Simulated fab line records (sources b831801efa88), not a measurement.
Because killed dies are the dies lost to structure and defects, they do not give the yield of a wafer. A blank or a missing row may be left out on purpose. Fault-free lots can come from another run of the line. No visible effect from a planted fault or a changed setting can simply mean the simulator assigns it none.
fab line records	flow sky130	part 1 of 2: steps 1 to 32 of 44
record lots=5	wafers=15	last-day=48
route steps=708 shown RES_XHIGH@333 SD_N@342 SD_P@359 SALICIDE@361 LI_CONTACT@362
lots that met no fault: taken from a fault-free run of the same line
start-h: start of the lot's first displayed wafer, in hours after the record's first day	wait-h: how many hours have passed since the lot's step before this one	" repeats the value in the row above	L1.1+2: a row that stands for several wafers	- no value present, or no start provided	* or withheld: withheld	< > ~ a bound
route shown NAME@n: a module of which the file shows steps, and the number in the route of the first	usual: the fault-free wafers' mean and standard deviation	same: alike in all rows	chamber/n: place in a boat	sites: each site's reading	_std_site: the values' standard deviation	_edge_site: the outer-site mean with the inner-site mean subtracted	radius-mm: for every site, how far away it sits from the centre of the wafer	mask NAME#n: copy n	behind: the last tool/chamber to shape the wafer	hold: what put the lot on hold/how long, in hours/how the hold closed	device: the transistor (n, p or np) that didn't switch	end of line: tests run on the same wafers once the route is complete	for a step that has no rows: nothing shown but its recipe	killed: at the first sort, the dies lost to defects and structure; wafer yield is something else	map: dies across one wafer; x = killed, . = not, _ = none there
set.NAME: the setting the step ran with; set.NAME@STEP: the setting that earlier step ran with	model.NAME: the simulator's own value behind a step, which no gauge read
a table for each step, a row for each wafer; lots at some steps of the route
services: the hour from which a tool's chamber was out of use, counted from the record's first day as start-h (under 0 if before that day), plus the number of hours and why
## steps
# step SKY_RES_XHIGH_HMDS_01
# recipe prime-time-s=60	prime-temp-c=120
lot.wafer	tool	chamber	start-h	wait-h
L080.2+5+6	litho-track-03	0	670.39	0.1
L087.1+3+6	litho-track-03	0	707.02	0.1
L089.2+4+6	litho-track-02	0	712.10	0.1
L090.1+2+5	litho-track-03	0	717.22	0.1
L091.2+3+4	litho-track-03	0	720.24	0.1
# step SKY_RES_XHIGH_COAT_02
# recipe resist=NOVOLAK	spin-rpm=3000	resist-thk-nm=1140
# usual spin-speed-rpm=3000.1/1.7
lot.wafer	tool	chamber	start-h	wait-h	spin-speed-rpm
L080.2	litho-track-03	0	670.54	0.1	2999.6
L080.5	"	0	"	"	3000.5
L080.6	"	0	"	"	2998.9
L087.1	litho-track-03	0	707.17	0.1	3002.4
L087.3	"	0	"	"	3000.0
L087.6	"	0	"	"	3002.0
L089.2	litho-track-02	0	712.25	0.1	2998.8
L089.4	"	0	"	"	3000.2
L089.6	"	0	"	"	3000.1
L090.1	litho-track-03	0	717.37	0.1	2999.6
L090.2	"	0	"	"	3001.2
L090.5	"	0	"	"	3000.4
L091.2	litho-track-03	0	720.39	0.1	2997.4
L091.3	"	0	"	"	2999.9
L091.4	"	0	"	"	2997.5
# step SKY_RES_XHIGH_SOFTBAKE_03
# recipe temp-c=90	time-s=60	resist=NOVOLAK
lot.wafer	tool	chamber	start-h	wait-h
L080.2+5+6	litho-track-03	0	670.69	0.1
L087.1+3+6	litho-track-03	0	707.32	0.1
L089.2+4+6	litho-track-02	0	712.40	0.1
L090.1+2+5	litho-track-03	0	717.52	0.1
L091.2+3+4	litho-track-03	0	720.54	0.1
# step SKY_RES_XHIGH_EXPOSE_04
# recipe mask-id=URPM	na=0.6	source-shape=conventional	sigma-outer=0.6	polarization=unpolarized	target-cd-nm=1270	dose-mj=140
lot.wafer	tool	chamber	start-h	wait-h	mask
L080.2+5+6	iline-stepper-01	0	-	-	URPM#0
L087.1+3+6	iline-stepper-02	0	-	-	URPM#0
L089.2+4+6	iline-stepper-02	0	-	-	URPM#0
L090.1+2+5	iline-stepper-02	0	-	-	URPM#0
L091.2+3+4	iline-stepper-01	0	-	-	URPM#0
# step SKY_RES_XHIGH_PEB_05
# recipe temp-c=withheld	time-s=*	resist=NOVOLAK
lot.wafer	tool	chamber	start-h	wait-h
L080.2+5+6	litho-track-03	0	-	-
L087.1+3+6	litho-track-04	0	-	-
L089.2+4+6	litho-track-04	0	-	-
L090.1+2+5	litho-track-02	0	-	-
L091.2+3+4	litho-track-03	0	-	-
# step SKY_RES_XHIGH_DEVELOP_06
# recipe resist=NOVOLAK	developer=TMAH	develop-time-s=60	dev-temp-c=23
lot.wafer	tool	chamber	start-h	wait-h
L080.2+5+6	litho-track-03	0	684.34	0.1
L087.1+3+6	litho-track-04	0	722.01	0.1
L089.2+4+6	litho-track-04	0	726.24	0.1
L090.1+2+5	litho-track-02	0	730.87	0.1
L091.2+3+4	litho-track-03	0	733.04	0.1
# step SKY_RES_XHIGH_IMPLANT_07
# recipe species=BF2	energy-kev=20	dose-cm2=3.6e+14	tilt-deg=0
lot.wafer	tool	chamber	start-h	wait-h
L080.2+5+6	implanter-04	0	684.49	0.1
L087.1+3+6	implanter-02	0	722.16	0.1
L089.2+4+6	implanter-04	0	726.39	0.1
L090.1+2+5	implanter-03	0	731.02	0.1
L091.2+3+4	implanter-04	0	733.19	0.1
# step SKY_RES_XHIGH_STRIP_08
# recipe chemistry=O2/N2	power-w=1400	pressure-mtorr=1500	platen-temp-c=withheld	o2-flow-sccm=3000	n2-flow-sccm=300	overash-fraction=0.5
# usual drypump-motor-current-A=5.73/0.27	oes-product-au=0.711/0.0043	strip-time-to-endpoint-s=14.28/0.039
lot.wafer	tool	chamber	start-h	wait-h	drypump-motor-current-A	oes-product-au	rf-hours-counter-h	strip-time-to-endpoint-s
L080.2	plasma-asher-02	1	684.62	0.1	5.70	0.710	26	14.29
L080.5	"	1	"	"	5.68	0.703	-	14.32
L080.6	"	0	"	"	5.65	0.708	-	14.34
L087.1	plasma-asher-01	1	722.31	0.1	5.33	0.713	63	14.36
L087.3	"	0	"	"	5.98	0.706	-	14.31
L087.6	"	1	"	"	5.36	0.719	-	14.31
L089.2	plasma-asher-01	1	726.51	0.1	5.38	0.710	63	14.30
L089.4	"	0	"	"	5.97	0.703	-	14.27
L089.6	"	0	"	"	5.98	0.710	-	14.32
L090.1	plasma-asher-01	0	731.17	0.1	5.99	0.719	64	14.29
L090.2	"	1	"	"	5.36	0.716	64	14.27
L090.5	"	1	"	"	5.33	0.704	-	14.25
L091.2	plasma-asher-01	1	733.32	0.1	5.35	0.711	64	14.28
L091.3	"	1	"	"	5.34	0.706	-	14.26
L091.4	"	0	"	"	5.97	0.716	-	14.27
# step SKY_RES_XHIGH_TW_MEAS_09
# usual RES_XHIGH_TW=1637/11
lot.wafer	tool	chamber	start-h	wait-h	RES_XHIGH_TW
L080.2	film-metro-03	-	684.73	0.1	1638
L080.5	"	-	"	"	1630
L080.6	"	-	"	"	1624
L087.1	film-metro-01	-	722.41	0.1	1639
L087.3	"	-	"	"	1637
L087.6	"	-	"	"	1638
L089.2	film-metro-04	-	726.62	0.1	1641
L089.4	"	-	"	"	1646
L089.6	"	-	"	"	1641
L090.1	film-metro-04	-	731.27	0.1	1641
L090.2	"	-	"	"	1630
L090.5	"	-	"	"	1642
L091.2	film-metro-04	-	733.43	0.1	1646
L091.3	"	-	"	"	1653
L091.4	"	-	"	"	1644
# step SKY_SD_N_DEHYDRATE_00
# recipe temp-c=200	time-s=60
lot.wafer	tool	chamber	start-h	wait-h
L080.2+5+6	litho-track-01	0	697.13	12.4
L087.1+3+6	litho-track-04	0	734.36	11.9
L089.2+4+6	litho-track-02	0	739.00	12.4
L090.1+2+5	litho-track-01	0	744.10	12.8
L091.2+3+4	litho-track-01	0	746.28	12.8
# step SKY_SD_N_HMDS_01
# recipe prime-time-s=60	prime-temp-c=120
lot.wafer	tool	chamber	start-h	wait-h
L080.2+5+6	litho-track-01	0	697.28	0.1
L087.1+3+6	litho-track-04	0	734.51	0.1
L089.2+4+6	litho-track-02	0	739.15	0.1
L090.1+2+5	litho-track-01	0	744.25	0.1
L091.2+3+4	litho-track-01	0	746.43	0.1
# step SKY_SD_N_COAT_02
# recipe resist=NOVOLAK	spin-rpm=3000	resist-thk-nm=1140
# usual spin-speed-rpm=2999.9/1.8
lot.wafer	tool	chamber	start-h	wait-h	spin-speed-rpm
L080.2	litho-track-01	0	697.43	0.1	3000.1
L080.5	"	0	"	"	2998.8
L080.6	"	0	"	"	2999.1
L087.1	litho-track-04	0	734.66	0.1	3001.6
L087.3	"	0	"	"	3002.0
L087.6	"	0	"	"	3000.3
L089.2	litho-track-02	0	739.30	0.1	2998.6
L089.4	"	0	"	"	2999.3
L089.6	"	0	"	"	2999.5
L090.1	litho-track-01	0	744.40	0.1	2999.6
L090.2	"	0	"	"	2997.9
L090.5	"	0	"	"	2998.3
L091.2	litho-track-01	0	746.58	0.1	2997.7
L091.3	"	0	"	"	2998.3
L091.4	"	0	"	"	3001.0
# step SKY_SD_N_SOFTBAKE_03
# recipe temp-c=90	time-s=60	resist=NOVOLAK
lot.wafer	tool	chamber	start-h	wait-h
L080.2+5+6	litho-track-01	0	697.58	0.1
L087.1+3+6	litho-track-04	0	734.81	0.1
L089.2+4+6	litho-track-02	0	739.45	0.1
L090.1+2+5	litho-track-01	0	744.55	0.1
L091.2+3+4	litho-track-01	0	746.73	0.1
# step SKY_SD_N_EXPOSE_04
# recipe mask-id=NSDM	na=0.6	source-shape=conventional	sigma-outer=0.6	polarization=unpolarized	target-cd-nm=380	dose-mj=141
lot.wafer	tool	chamber	start-h	wait-h	mask
L080.2+5+6	iline-stepper-02	0	-	-	NSDM#0
L087.1+3+6	iline-stepper-02	0	-	-	NSDM#0
L089.2+4+6	iline-stepper-01	0	-	-	NSDM#0
L090.1+2+5	iline-stepper-02	0	-	-	NSDM#0
L091.2+3+4	iline-stepper-02	0	-	-	NSDM#0
# step SKY_SD_N_PEB_05
# recipe temp-c=withheld	time-s=*	resist=NOVOLAK
lot.wafer	tool	chamber	start-h	wait-h
L080.2+5+6	litho-track-04	0	-	-
L087.1+3+6	litho-track-01	0	-	-
L089.2+4+6	litho-track-04	0	-	-
L090.1+2+5	litho-track-04	0	-	-
L091.2+3+4	litho-track-04	0	-	-
# step SKY_SD_N_DEVELOP_06
# recipe resist=NOVOLAK	developer=TMAH	develop-time-s=60	dev-temp-c=23
lot.wafer	tool	chamber	start-h	wait-h
L080.2+5+6	litho-track-04	0	710.54	0.1
L087.1+3+6	litho-track-01	0	749.35	0.1
L089.2+4+6	litho-track-04	0	752.89	0.1
L090.1+2+5	litho-track-04	0	757.41	0.1
L091.2+3+4	litho-track-04	0	759.24	0.1
# step SKY_SD_N_CD_MEAS_07
# recipe target-cd-nm=380
# usual cd-nm=380.0/2.4
lot.wafer	tool	chamber	start-h	wait-h	cd-nm
L080.2	cd-sem-01	-	710.68	0.1	384.1
L080.5	"	-	"	"	384.9
L080.6	"	-	"	"	382.4
L087.1	cd-sem-02	-	749.50	0.1	377.9
L087.3	"	-	"	"	379.3
L087.6	"	-	"	"	375.6
L089.2	cd-sem-01	-	753.03	0.1	382.6
L089.4	"	-	"	"	379.0
L089.6	"	-	"	"	379.8
L090.1	cd-sem-01	-	757.56	0.1	376.6
L090.2	"	-	"	"	378.8
L090.5	"	-	"	"	377.2
L091.2	cd-sem-02	-	759.38	0.1	374.4
L091.3	"	-	"	"	373.3
L091.4	"	-	"	"	374.2
# step SKY_SD_N_OVL_MEAS_08
# usual SD_N_OVL=-1.0/1.4
lot.wafer	tool	chamber	start-h	wait-h	SD_N_OVL[nm]
L080.2	overlay-02	-	710.79	0.1	-1.9
L080.5	"	-	"	"	-0.7
L080.6	"	-	"	"	-1.5
L087.1	overlay-02	-	749.62	0.1	-2.1
L087.3	"	-	"	"	-2.1
L087.6	"	-	"	"	-0.3
L089.2	overlay-01	-	753.14	0.1	0.7
L089.4	"	-	"	"	1.3
L089.6	"	-	"	"	0.8
L090.1	overlay-02	-	757.68	0.1	-1.7
L090.2	"	-	"	"	-1.5
L090.5	"	-	"	"	-1.0
L091.2	overlay-01	-	759.49	0.1	-0.8
L091.3	"	-	"	"	-1.1
L091.4	"	-	"	"	-1.4
# step SKY_SD_N_IMPLANT_09
# recipe species=As	energy-kev=50	dose-cm2=4e+15	tilt-deg=0
lot.wafer	tool	chamber	start-h	wait-h
L080.2+5+6	implanter-01	0	710.85	0.0
L087.1+3+6	implanter-01	0	749.66	0.0
L089.2+4+6	implanter-01	0	753.20	0.0
L090.1+2+5	implanter-03	0	757.72	0.0
L091.2+3+4	implanter-01	0	759.55	0.0
# step SKY_SD_N_IMPLANT_10
# recipe species=P	energy-kev=20	dose-cm2=1e+14	tilt-deg=0
lot.wafer	tool	chamber	start-h	wait-h
L080.2+5+6	implanter-01	0	711.00	0.1
L087.1+3+6	implanter-01	0	749.81	0.1
L089.2+4+6	implanter-01	0	753.35	0.1
L090.1+2+5	implanter-03	0	757.87	0.1
L091.2+3+4	implanter-01	0	759.70	0.1
# step SKY_SD_N_STRIP_11
# recipe chemistry=O2/N2	power-w=1400	pressure-mtorr=1500	platen-temp-c=withheld	o2-flow-sccm=3000	n2-flow-sccm=300	overash-fraction=0.5
# usual drypump-motor-current-A=5.8/0.59	oes-product-au=0.527/0.0043	strip-time-to-endpoint-s=22.56/0.04
lot.wafer	tool	chamber	start-h	wait-h	drypump-motor-current-A	oes-product-au	rf-hours-counter-h	strip-time-to-endpoint-s
L080.2	plasma-asher-03	0	711.12	0.1	6.1	0.529	100	22.58
L080.5	"	0	"	"	6.1	0.527	-	22.56
L080.6	"	1	"	"	5.8	0.523	-	22.51
L087.1	plasma-asher-01	0	749.96	0.1	6.0	0.528	66	22.59
L087.3	"	0	"	"	6.0	0.530	-	22.59
L087.6	"	0	"	"	6.0	0.522	-	22.62
L089.2	plasma-asher-01	0	753.47	0.1	6.0	0.521	66	22.51
L089.4	"	1	"	"	5.3	0.526	-	22.51
L089.6	"	0	"	"	5.9	0.530	-	22.49
L090.1	plasma-asher-04	1	758.02	0.1	5.0	0.529	89	22.58
L090.2	"	0	"	"	6.7	0.518	89	22.54
L090.5	"	1	"	"	5.0	0.522	-	22.55
L091.2	plasma-asher-03	0	759.82	0.1	6.1	0.521	2	22.60
L091.3	"	0	"	"	6.1	0.525	-	22.62
L091.4	"	1	"	"	5.8	0.518	-	22.57
# step SKY_SD_N_TW_MEAS_12
# usual SD_N_TW=3978/29
lot.wafer	tool	chamber	start-h	wait-h	SD_N_TW
L080.2	film-metro-03	-	711.23	0.1	3945
L080.5	"	-	"	"	3950
L080.6	"	-	"	"	3919
L087.1	film-metro-04	-	750.06	0.1	4020
L087.3	"	-	"	"	4021
L087.6	"	-	"	"	4035
L089.2	film-metro-01	-	753.58	0.1	3990
L089.4	"	-	"	"	3976
L089.6	"	-	"	"	3972
L090.1	film-metro-01	-	758.12	0.1	4005
L090.2	"	-	"	"	3996
L090.5	"	-	"	"	3989
L091.2	film-metro-03	-	759.93	0.1	3935
L091.3	"	-	"	"	3953
L091.4	"	-	"	"	3945
# step SKY_SD_N_CLEAN_13
# recipe chemistry=SC1/SC2	mix=1:4:20	temp-c=70	time-s=150	dry=n2-spin
# usual bath-guard-temp-C=69.9/0.49
lot.wafer	tool	chamber	start-h	wait-h	bath-guard-temp-C
L080.2	wet-bench-01	1	711.28	0.0	69.7
L080.5	"	1	"	"	70.1
L080.6	"	1	"	"	70.6
L087.1	wet-bench-03	1	750.12	0.1	70.1
L087.3	"	1	"	"	69.4
L087.6	"	1	"	"	69.9
L089.2	wet-bench-04	1	753.63	0.0	70.2
L089.4	"	1	"	"	70.1
L089.6	"	1	"	"	70.4
L090.1	wet-bench-01	1	758.18	0.1	70.4
L090.2	"	1	"	"	70.5
L090.5	"	1	"	"	70.0
L091.2	wet-bench-01	0	759.98	0.0	68.6
L091.3	"	0	"	"	69.0
L091.4	"	0	"	"	68.4
# step SKY_SD_N_RTA_14
# recipe temp-c=1075	time-s=2	idle-temp-c=650	ramp-up-c-per-s=150	ramp-down-c-per-s=90	ambient=N2
# usual lamp-power-pct=15.73/0.056	wafer_temp_C_max=1078.2/1.4
lot.wafer	tool	chamber	start-h	wait-h	lamp-power-pct	wafer_temp_C_max
L080.2	rtp-anneal-02	0	711.34	0.0	15.77	1078.1
L080.5	"	0	"	"	15.67	1080.4
L080.6	"	0	"	"	15.78	1079.6
L087.1	rtp-anneal-01	0	750.17	0.0	15.70	1077.7
L087.3	"	0	"	"	15.75	1077.7
L087.6	"	0	"	"	15.87	1079.5
L089.2	rtp-anneal-01	0	753.69	0.0	15.74	1079.3
L089.4	"	0	"	"	15.62	1075.7
L089.6	"	0	"	"	15.76	1076.4
L090.1	rtp-anneal-02	0	758.23	0.0	15.74	1079.5
L090.2	"	0	"	"	15.76	1077.5
L090.5	"	0	"	"	15.67	1078.0
L091.2	rtp-anneal-01	0	760.04	0.0	15.72	1080.5
L091.3	"	0	"	"	15.73	1075.5
L091.4	"	0	"	"	15.71	1078.3
# step SKY_SD_N_RS_MEAS_16
# recipe thk-meas-gauge=four-point-probe
# usual SD_N_RS=68.57/0.11
lot.wafer	tool	chamber	start-h	wait-h	SD_N_RS[ohm/sq]
L080.2	film-metro-04	-	711.52	0.1	68.50
L080.5	"	-	"	"	68.52
L080.6	"	-	"	"	68.47
L087.1	film-metro-01	-	750.34	0.1	68.45
L087.3	"	-	"	"	68.67
L087.6	"	-	"	"	68.73
L089.2	film-metro-04	-	753.88	0.1	68.38
L089.4	"	-	"	"	68.33
L089.6	"	-	"	"	68.52
L090.1	film-metro-03	-	758.40	0.1	68.64
L090.2	"	-	"	"	68.65
L090.5	"	-	"	"	68.60
L091.2	film-metro-04	-	760.22	0.1	68.63
L091.3	"	-	"	"	68.39
L091.4	"	-	"	"	68.63
# step SKY_SD_N_RS_MEAS_17
# recipe thk-meas-gauge=four-point-probe
# usual SD_P_RS=147.2/0.39
lot.wafer	tool	chamber	start-h	wait-h	SD_P_RS[ohm/sq]
L080.2	film-metro-04	-	711.64	0.1	146.8
L080.5	"	-	"	"	147.3
L080.6	"	-	"	"	147.0
L087.1	film-metro-01	-	750.46	0.1	146.9
L087.3	"	-	"	"	147.1
L087.6	"	-	"	"	147.5
L089.2	film-metro-04	-	754.00	0.1	146.4
L089.4	"	-	"	"	146.6
L089.6	"	-	"	"	146.7
L090.1	film-metro-03	-	758.52	0.1	147.6
L090.2	"	-	"	"	147.3
L090.5	"	-	"	"	146.9
L091.2	film-metro-04	-	760.34	0.1	147.1
L091.3	"	-	"	"	147.5
L091.4	"	-	"	"	147.2
# step SKY_SD_N_RS_MEAS_18
# recipe thk-meas-gauge=four-point-probe
# usual RES_XHIGH_RS=333.3/1.4
lot.wafer	tool	chamber	start-h	wait-h	RES_XHIGH_RS[ohm/sq]
L080.2	film-metro-04	-	711.76	0.1	331.0
L080.5	"	-	"	"	332.3
L080.6	"	-	"	"	331.0
L087.1	film-metro-01	-	750.58	0.1	333.7
L087.3	"	-	"	"	334.2
L087.6	"	-	"	"	334.7
L089.2	film-metro-04	-	754.12	0.1	333.7
L089.4	"	-	"	"	334.0
L089.6	"	-	"	"	332.6
L090.1	film-metro-03	-	758.64	0.1	334.9
L090.2	"	-	"	"	335.2
L090.5	"	-	"	"	335.7
L091.2	film-metro-04	-	760.46	0.1	331.6
L091.3	"	-	"	"	332.2
L091.4	"	-	"	"	332.4
# step SKY_SALICIDE_CLEAN_00
# recipe chemistry=HF-last	time-s=30	dilution=100:1	dry=ipa-marangoni
lot.wafer	tool	chamber	start-h	wait-h
L080.2+5+6	wet-bench-04	1	711.86	0.1
L087.1+3+6	wet-bench-01	3	750.78	0.2
L089.2+4+6	wet-bench-04	0	754.22	0.1
L090.1+2+5	wet-bench-01	1	758.76	0.1
L091.2+3+4	wet-bench-02	0	760.56	0.1
# step SKY_LI_CONTACT_HDPCVD_00
# recipe material=PSG	target-thk-nm=930	sigma-open-frac=0.3	time-s=155	temp-c=600	sih4-flow-sccm=60	pressure-mtorr=6
lot.wafer	tool	chamber	start-h	wait-h
L080.2+5+6	hdpcvd-01	0,1,0	711.88	0.0
L087.1+3+6	hdpcvd-02	1,0,2	750.79	0.0
L089.2+4+6	hdpcvd-01	2,1,2	754.24	0.0
L090.1+2+5	hdpcvd-02	1,0,1	758.78	0.0
L091.2+3+4	hdpcvd-01	2,0,1	760.58	0.0
# step SKY_LI_CONTACT_THK_MEAS_01
# recipe reads=PSG_of_LI_CONTACT_HDPCVD_00
# usual LI_CONTACT_HDPCVD_THK=937/8.2
lot.wafer	tool	chamber	start-h	wait-h	LI_CONTACT_HDPCVD_THK[nm]
L080.2	film-metro-03	-	711.99	0.1	943
L080.5	"	-	"	"	942
L080.6	"	-	"	"	936
L087.1	film-metro-03	-	750.90	0.1	950
L087.3	"	-	"	"	939
L087.6	"	-	"	"	937
L089.2	film-metro-03	-	754.35	0.1	924
L089.4	"	-	"	"	931
L089.6	"	-	"	"	921
L090.1	film-metro-04	-	758.88	0.1	953
L090.2	"	-	"	"	939
L090.5	"	-	"	"	952
L091.2	film-metro-04	-	760.69	0.1	935
L091.3	"	-	"	"	942
L091.4	"	-	"	"	937
# step SKY_LI_CONTACT_CMP_02
# recipe material=PSG	down-force-psi=4	platen-rpm=60	pad-velocity-m-s=0.94248
# usual edge-zone-pressure-frac=1.000/0.0049	head-pressure-psi=4.001/0.0086	motor-current-A=11.6/1.4	time-to-endpoint-s=34/3.5
lot.wafer	tool	chamber	start-h	wait-h	edge-zone-pressure-frac	head-pressure-psi	motor-current-A	time-to-endpoint-s
L080.2	cmp-01	3	712.19	0.2	0.996	4.005	11.6	31
L080.6	"	0	"	"	0.996	4.008	13.1	39
L080.5	"	1	"	"	1.005	3.990	11.4	38
L087.1	cmp-02	1	751.43	0.5	1.000	4.013	9.5	32
L087.3	"	0	"	"	0.999	3.998	11.0	36
L087.6	"	2	"	"	0.996	3.989	11.7	39
L089.2	cmp-02	2	754.50	0.1	0.996	3.985	12.8	38
L089.4	"	3	"	"	0.998	3.998	11.8	32
L089.6	"	1	"	"	0.999	4.014	9.3	30
L090.1	cmp-01	3	758.99	0.1	1.003	3.996	11.6	28
L090.2	"	1	"	"	0.999	3.990	11.4	34
L090.5	"	3	"	"	1.001	3.991	11.3	29
L091.4	cmp-02	1	760.74	0.0	1.001	4.002	9.4	31
L091.2	"	2	"	"	1.000	4.000	12.0	38
L091.3	"	3	"	"	1.000	3.988	12.0	31
# step SKY_LI_CONTACT_BOW_MEAS_03
# recipe mode=bow
# usual LI_CONTACT_BOW=56/6.7
lot.wafer	tool	chamber	start-h	wait-h	LI_CONTACT_BOW[um]
L080.2	film-metro-01	-	712.36	0.1	52
L080.5	"	-	"	"	54
L080.6	"	-	"	"	58
L087.1	film-metro-04	-	751.73	0.2	61
L087.3	"	-	"	"	50
L087.6	"	-	"	"	58
L089.2	film-metro-04	-	754.72	0.2	62
L089.4	"	-	"	"	56
L089.6	"	-	"	"	57
L090.1	film-metro-04	-	759.24	0.2	65
L090.2	"	-	"	"	54
L090.5	"	-	"	"	54
L091.2	film-metro-03	-	761.06	0.2	64
L091.3	"	-	"	"	61
L091.4	"	-	"	"	51
